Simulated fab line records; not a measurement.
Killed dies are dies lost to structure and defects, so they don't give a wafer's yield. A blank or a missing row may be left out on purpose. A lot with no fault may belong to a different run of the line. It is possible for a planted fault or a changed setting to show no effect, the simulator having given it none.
8D (eight disciplines) problem report, filled in by code    flow gf180mcu    the parts of the form that need people (team, actions taken, sign-off) are left out

== 1. WHAT WENT WRONG ==
overpolishRunS at GF_V1_CMP_26 reads a mean of 0.036 s on 1 wafer of 1 lot; wafers without a fault read 14.999 s with a standard deviation of 0.0097. That is -99 or more standard deviations from the usual mean.
The step: polishes, stops on SiO2, t overpolish 15 s, target thk 0 nm.
Seen first at day 25 13:45 on cmp-02, wafer L722.3. The record holds 39 wafers of 13 lots with a number at this step. Rule for "out" (also "out of limits"): further than 4 standard deviations from the usual mean. All remaining wafers that have a number are taken as sound.

== 2. WHAT IT IS, AND WHAT IT ISN'T ==
question                     is                               is not
which readings at this step  overpolishRunS, timeToEndpointS  motorCurrentA
which lots                   L722                             L702, L704, L705, L706, L707, L708, L709, L710, L712, L713, L716, L723
which wafers of those lots   L722.3                           L722.1, L722.6
read on which tools          cmp-02                           cmp-01
when                         from day 25 13:45                up to then (35 sound wafers); but 3 sound wafers of L723 came after

== 3. THE SUSPECTS, EACH WITH WHAT RULES IT OUT ==
Counting: any tool at a process step up to the reading remains a suspect provided it ran every lot that is out. Sound lots after the first of them don't rule it out here, since some wafers of a struck lot are sound.
- rieDiel-04 at GF_V1_ETCH_16 (etches BARC in N2/H2): kept. L722, the lot that is out, went through it at day 25 12:16; up to then, the latest sound lot through it was L712 at day 22 05:59.
- cmp-02 at GF_V1_CMP_26 (polishes, stops on SiO2, t overpolish 15 s, target thk 0 nm): kept. L722, the lot that is out, went through it at day 25 13:45; up to then, the latest sound lot through it was L716 at day 23 19:11. On those wafers its own readings are out: overpolishRunS, timeToEndpointS.
- At GF_V1_ETCH_16, inside rieDiel-04: chamber 1 took the wafers that are out, while their sound lot-mates went through chambers 0, 2.
- At GF_V1_CMP_26 on cmp-02, chamber 3 took the sound wafers of the same lots and chamber 0 took the wafers that are out.
Left after counting: rieDiel-04 at GF_V1_ETCH_16, cmp-02 at GF_V1_CMP_26.

== 4. THE CAUSE (what the simulator had put in) ==
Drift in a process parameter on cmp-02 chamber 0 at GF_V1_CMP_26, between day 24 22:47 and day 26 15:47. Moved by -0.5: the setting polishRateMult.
2 suspects survive the count, and this tool is in that group.

== 5. THE CHAIN OF EFFECTS, in route order ==
Each row: a reading where the mean over the struck wafers with a number is more than 3 standard deviations away from the usual. Readings are gone through only where the record gives a usual standard deviation; hours: the median, over the lots, of the time from a lot's start at the first step in this table giving one to that lot's start at this step; sigmas: the change measured in usual standard deviations.
hours  step                     reading               usual     on struck wafers  change   sigmas
0      GF_V1_CMP_26             overpolishRunS        14.999 s  0.036             -14.963  -99 or more
0      GF_V1_CMP_26             timeToEndpointS       85 s      126               +41      +13
214    GF_PASSIVATION_PROBE_99  defectLimitedYield    90.2 %    0.0               -90.2    -64
214    GF_PASSIVATION_PROBE_99  killed_at_M0_to_M3    21        471               +450     +99 or more
214    GF_PASSIVATION_PROBE_99  killedDies            48        492               +444     +63
214    GF_PASSIVATION_PROBE_99  killedOnRim           9.7       96.0              +86.3    +29
214    GF_PASSIVATION_PROBE_99  sort_bin_3_pad_short  0.46 %    90.24             +89.78   +99 or more
214    GF_PASSIVATION_PROBE_99  sortNPass             444       0                 -444     -63
214    GF_PASSIVATION_PROBE_99  sortYieldPct          90.2 %    0.0               -90.2    -64
The process steps in it:
- GF_V1_CMP_26: polishes, stops on SiO2, t overpolish 15 s, target thk 0 nm.
- GF_PASSIVATION_PROBE_99

== 6. HOW IT WOULD HAVE BEEN CAUGHT EARLIER ==
In this record no reading fell out of limits until day 25 13:45, 15 hours after the fault had begun at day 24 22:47.
